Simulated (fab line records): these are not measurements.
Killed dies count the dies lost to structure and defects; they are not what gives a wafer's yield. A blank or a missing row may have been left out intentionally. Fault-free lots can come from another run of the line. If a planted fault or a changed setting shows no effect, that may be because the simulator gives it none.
A struck lot beside a sound one / flow sky130 / 22 out of 708 route steps
Sound: the wafers L826.1, L826.3, L826.4. Wafers struck: L828.1, L828.3, L828.6. At the end, the cause is stated.
Each step with rows lists, per side, the tool, then ch with its chambers, then its first start. Under that, the readings that differ: sound wafers / struck wafers / difference of the means / sigmas: that difference in standard deviations of wafers without a fault.
alike: readings with means less than 2 such deviations apart, plus words and numbers identical on both sides. not compared: withheld readings, readings lacking a value on some wafer, bounds such as >300 that could conceal the same value, and numbers that have no deviation in the record and whose values overlap.
A row with sigmas, a row that says differs or no value, or rows on one side alone: a step with any of these is where the two part. When numbers do not overlap yet have no deviation, they are printed without sigmas and do not part them. A reading missing from all wafers of one side parts the sides only when that side holds two or more wafers.

first, 2 steps without rows for these wafers: SKY_LDD_LDN_IMPLANT_10; SKY_LDD_LDN_IMPLANT_11.
SKY_LDD_LDN_STRIP_12: strips in O2/N2.
  sound on plasma asher-02 ch 0,1, day 29 23:25; struck on plasma asher-02 ch 1, day 30 09:13
reading=strip time to endpoint s (s); sound=14.13 14.13 14.14; struck=14.25 14.21 14.21; difference=+0.09; sigmas=+2
  alike: drypump motor current A, oes product au
  not compared: rf hours counter h
SKY_LDD_LDN_TW_MEAS_13:
  sound on film metro-01 at day 29 23:31; struck on film metro-01 at day 30 09:19
  alike: LDD_LDN_TW
then, 2 steps without rows for these wafers: SKY_LDD_LDN_CLEAN_14 (cleans in SC1/SC2, time 150 s); SKY_SPACER_CVD_00 (deposits Si3N4 from DCS/NH3, target thk 43.1 nm, time 740 s).
SKY_SPACER_THK_MEAS_01:
  sound on film metro-03 at day 30 01:26; struck on film metro-03 at day 30 10:38
  alike: SPACER_CVD_00_THK
SKY_SPACER_ETCHBACK_02: etches Si3N4 in CH3F/O2, stops on SiO2, time 46.7 s, target depth 45 nm.
  sound on rie diel-04 ch 0,2,3, day 30 01:29; struck on rie diel-02 ch 1,2, day 30 10:41
  alike: drypump motor current A, oes product au, throttle valve pct
  not compared: rf hours counter h
then, 4 steps without rows for these wafers: SKY_POLY_CUT_DEHYDRATE_00 (time 60 s); SKY_POLY_CUT_HMDS_01 (prime time 60 s); SKY_POLY_CUT_COAT_02 (resist thk 60 nm); SKY_POLY_CUT_COAT_03 (resist thk 450 nm).
SKY_POLY_CUT_SOFTBAKE_04: time 90 s.
  sound on litho track-04 ch 0, day 30 15:00; struck on litho track-02 ch 0, day 30 23:00
reading=heater power total W (W); sound=57.22 57.42 57.41; struck=60.85 61.00 61.02; difference=+3.61; sigmas=+33
reading=plate temp C (C); sound=100.08 100.28 99.90; struck=104.76 104.80 104.67; difference=+4.66; sigmas=+33
reading=model.KrF-thick_of_POLY_CUT_COAT_03.thk nm (nm); sound=450.7 450.4 450.2; struck=447.2 447.1 447.4; difference=-3.2; sigmas=
then, 3 steps without rows for these wafers: SKY_POLY_CUT_EXPOSE_05 (exposes mask NPCM, target cd 270 nm); SKY_POLY_CUT_PEB_06; SKY_POLY_CUT_DEVELOP_07 (develop time 60 s).
SKY_POLY_CUT_CD_MEAS_08: target cd 270 nm.
  sound on cd sem-01 at day 31 04:38; struck on cd sem-02 at day 31 14:40
  alike: cd nm
SKY_POLY_CUT_OVL_MEAS_09:
  sound on overlay-02 at day 31 04:46; struck on overlay-01 at day 31 14:47
  alike: POLY_CUT_OVL
SKY_POLY_CUT_ETCH_10: etches BARC in N2/H2, stops on SiO2, time 45.9 s, target depth 60 nm.
  sound on rie diel-02 ch 0,1,2, day 31 04:48; struck on rie diel-03 ch 1,2, day 31 14:50
reading=model.KrF-thick_of_POLY_CUT_COAT_03.thk nm (nm); sound=409.4 407.7 406.9; struck=404.5 405.3 405.7; difference=-2.8; sigmas=
reading=model.POLY_CUT.cd nm (nm); sound=270.4 269.8 270.7; struck=273.2 272.9 274.4; difference=+3.2; sigmas=
  alike: drypump motor current A, oes product au, throttle valve pct
  not compared: rf hours counter h
SKY_POLY_CUT_ETCH_11: etches Si3N4 in CF4/CH2F2/Ar, stops on poly-Si, time 42.5 s, target depth 60 nm.
  sound on rie diel-02 ch 0,1,2, day 31 04:50; struck on rie diel-03 ch 1,2, day 31 14:52
reading=model.POLY_CUT.cd nm (nm); sound=270.1 269.5 270.7; struck=273.1 272.8 274.3; difference=+3.3; sigmas=
  alike: drypump motor current A, oes product au, throttle valve pct
  not compared: rf hours counter h
SKY_POLY_CUT_STRIP_12: strips in O2/N2.
  sound on plasma asher-03 ch 0,1, day 31 04:53; struck on plasma asher-04 ch 0,1, day 31 14:55
reading=strip time to endpoint s (s); sound=5.373 5.348 5.352; struck=5.322 5.327 5.319; difference=-0.035; sigmas=-2
  alike: drypump motor current A, oes product au
  not compared: rf hours counter h
SKY_PAD_OPEN_PROBE_99:
  sound wafers here have rows in the record (prober-01, day 50 09:48); struck ones have none

WHERE THEY PART
Earliest at SKY_LDD_LDN_STRIP_12; latest, in this record, at SKY_PAD_OPEN_PROBE_99.

WHY: what had been put in by the simulator
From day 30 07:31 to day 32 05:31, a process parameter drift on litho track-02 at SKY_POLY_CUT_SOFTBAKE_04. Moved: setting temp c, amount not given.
